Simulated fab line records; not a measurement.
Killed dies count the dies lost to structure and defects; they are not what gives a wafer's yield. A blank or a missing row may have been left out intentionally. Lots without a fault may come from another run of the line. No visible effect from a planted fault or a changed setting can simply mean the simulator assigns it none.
Chamber matching || flow sky130 || 4 sister chambers for SKY_VIA3_CMP_02 on cmp-02
The step polishes SiO2. 14 wafers are shown with their chamber, then 7 later ones without.

WAFERS WITH THEIR CHAMBER
{"wafer": "L785.2", "chamber": 2, "motor-current-A (A)": 12.1, "edge-zone-pressure-frac": 0.996}
{"wafer": "L785.3", "chamber": 3, "motor-current-A (A)": 9.6, "edge-zone-pressure-frac": 1.010}
{"wafer": "L785.4", "chamber": 0, "motor-current-A (A)": 11.9, "edge-zone-pressure-frac": 1.001}
{"wafer": "L788.2", "chamber": 3, "motor-current-A (A)": 10.1, "edge-zone-pressure-frac": 0.993}
{"wafer": "L788.3", "chamber": 2, "motor-current-A (A)": 11.1, "edge-zone-pressure-frac": 0.996}
{"wafer": "L788.6", "chamber": 0, "motor-current-A (A)": 11.5, "edge-zone-pressure-frac": 1.004}
{"wafer": "L793.3", "chamber": 1, "motor-current-A (A)": 13.6, "edge-zone-pressure-frac": 1.002}
{"wafer": "L793.5", "chamber": 1, "motor-current-A (A)": 13.3, "edge-zone-pressure-frac": 0.998}
{"wafer": "L793.6", "chamber": 0, "motor-current-A (A)": 11.5, "edge-zone-pressure-frac": 1.007}
{"wafer": "L794.1", "chamber": 3, "motor-current-A (A)": 10.2, "edge-zone-pressure-frac": 0.997}
{"wafer": "L794.2", "chamber": 1, "motor-current-A (A)": 13.5, "edge-zone-pressure-frac": 1.004}
{"wafer": "L794.4", "chamber": 2, "motor-current-A (A)": 10.8, "edge-zone-pressure-frac": 1.003}
{"wafer": "L798.2", "chamber": 0, "motor-current-A (A)": 11.6, "edge-zone-pressure-frac": 1.005}
{"wafer": "L798.4", "chamber": 1, "motor-current-A (A)": 13.3, "edge-zone-pressure-frac": 1.007}

SIGNATURES, as means of the wafers listed above
{"reading": "motor-current-A", "chamber 0": 11.625, "chamber 1": 13.425, "chamber 2": 11.333, "chamber 3": 9.967, "scatter within a chamber": 0.362}
{"reading": "edge-zone-pressure-frac", "chamber 0": 1.00425, "chamber 1": 1.00275, "chamber 2": 0.99833, "chamber 3": 1.00000, "scatter within a chamber": 0.00502}
Rule: for each reading, subtract the chamber's mean from the wafer's reading, divide by that reading's scatter and square the result; add these up over the readings and take the root, which gives the wafer's distance from the chamber. If the next closest chamber is less than 2 further off than the closest, the wafer can't be placed; otherwise it belongs to the closest. The scatter: take each reading less its chamber's mean, square it, sum over the shown wafers, divide by the number of wafers less the number of chambers, and take the root.

WAFERS WITHOUT THEIR CHAMBER
{"wafer": "L798.5", "motor-current-A (A)": 10.0, "edge-zone-pressure-frac": 1.008}
{"wafer": "L803.1", "motor-current-A (A)": 10.3, "edge-zone-pressure-frac": 1.003}
{"wafer": "L803.3", "motor-current-A (A)": 11.4, "edge-zone-pressure-frac": 1.003}
{"wafer": "L803.5", "motor-current-A (A)": 14.0, "edge-zone-pressure-frac": 0.997}
{"wafer": "L804.2", "motor-current-A (A)": 10.0, "edge-zone-pressure-frac": 1.001}
{"wafer": "L804.3", "motor-current-A (A)": 11.1, "edge-zone-pressure-frac": 1.000}
{"wafer": "L804.6", "motor-current-A (A)": 13.7, "edge-zone-pressure-frac": 1.006}

THE CHAMBER EACH PASSED THROUGH
{"wafer": "L798.5", "from the rows above": 3, "in truth": 3}
{"wafer": "L803.1", "from the rows above": "can't be placed: 3 or 2", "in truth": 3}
{"wafer": "L803.3", "from the rows above": "can't be placed: 0 or 2", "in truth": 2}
{"wafer": "L803.5", "from the rows above": 1, "in truth": 1}
{"wafer": "L804.2", "from the rows above": 3, "in truth": 3}
{"wafer": "L804.3", "from the rows above": "can't be placed: 2 or 0", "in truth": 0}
{"wafer": "L804.6", "from the rows above": 1, "in truth": 1}
Correctly placed: 4 of 7. From these rows, 3 cannot be placed; in 3 the true chamber is one of the candidates. 0 placed wrongly.
